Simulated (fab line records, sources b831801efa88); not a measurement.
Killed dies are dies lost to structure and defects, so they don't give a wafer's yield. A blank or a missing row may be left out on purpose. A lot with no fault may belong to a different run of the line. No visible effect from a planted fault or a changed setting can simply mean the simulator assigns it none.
One fault through the eyes of 2 desks || flow sky130 || each desk holds nothing but its own numbers, with what lay behind them at the end

FOR THE TOOL OWNER'S DESK: implanter-02
The tool's own readings at SKY_LDD_N_IMPLANT_15, given as means over the sampled wafers that have a number, one for each lot that went through this tool. If a lot's mean is further than 4 standard deviations from the usual mean, the lot is out of limits and carries the mark OUT (the distance appears in the brackets).
Columns: A = tiltDeg at SKY_LDD_N_IMPLANT_15, usual 29.991 degrees
{"lot": "L697", "first seen here": "day 20 16:05", "A": "0.002 (-99 or more) OUT"}
{"lot": "L698", "first seen here": "day 20 22:49", "A": "0.015 (-99 or more) OUT"}
{"lot": "L708", "first seen here": "day 24 13:58", "A": 30.005}
This desk's finding: out of limits on L697, L698; first on L697, day 20 16:05 (tiltDeg at SKY_LDD_N_IMPLANT_15). Within limits: L708.

AT THE METROLOGY DESK
What the gauges read, lot by lot, whatever tool the lot ran on: means of the sampled wafers that have a number. If a lot's mean is further than 4 standard deviations from the usual mean, the lot is out of limits and carries the mark OUT (the distance appears in the brackets).
Columns: A = LDD_N_OVL at SKY_LDD_N_OVL_MEAS_07, usual 0.1 nm
{"lot": "L691", "first seen here": "day 18 06:14", "A": -0.4}
{"lot": "L697", "first seen here": "day 20 15:00", "A": 0.0}
{"lot": "L698", "first seen here": "day 20 21:44", "A": -0.1}
{"lot": "L707", "first seen here": "day 24 12:33", "A": -1.0}
{"lot": "L708", "first seen here": "day 24 12:52", "A": 0.4}
{"lot": "L710", "first seen here": "day 25 22:18", "A": 0.7}
Result from this desk: across the 6 lots, nothing is out of limits.

PUT TOGETHER
The tool owner's desk could have raised an alarm at day 20 16:05, on L697, L698.
Nothing out of limits was seen by the metrology desk.
The metrology desk holds a record of L697, L698, inside its limits.
The lots listed all ran SKY_LDD_N_IMPLANT_15 on implanter-02.

WHAT THE SIMULATOR PUT IN
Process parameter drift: implanter-02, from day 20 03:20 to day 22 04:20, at SKY_LDD_N_IMPLANT_15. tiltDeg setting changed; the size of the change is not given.
Lots struck among those shown: L697, L698.
Delay in hours, fault start to first out-of-limits reading, by desk: the tool owner's desk at 13.
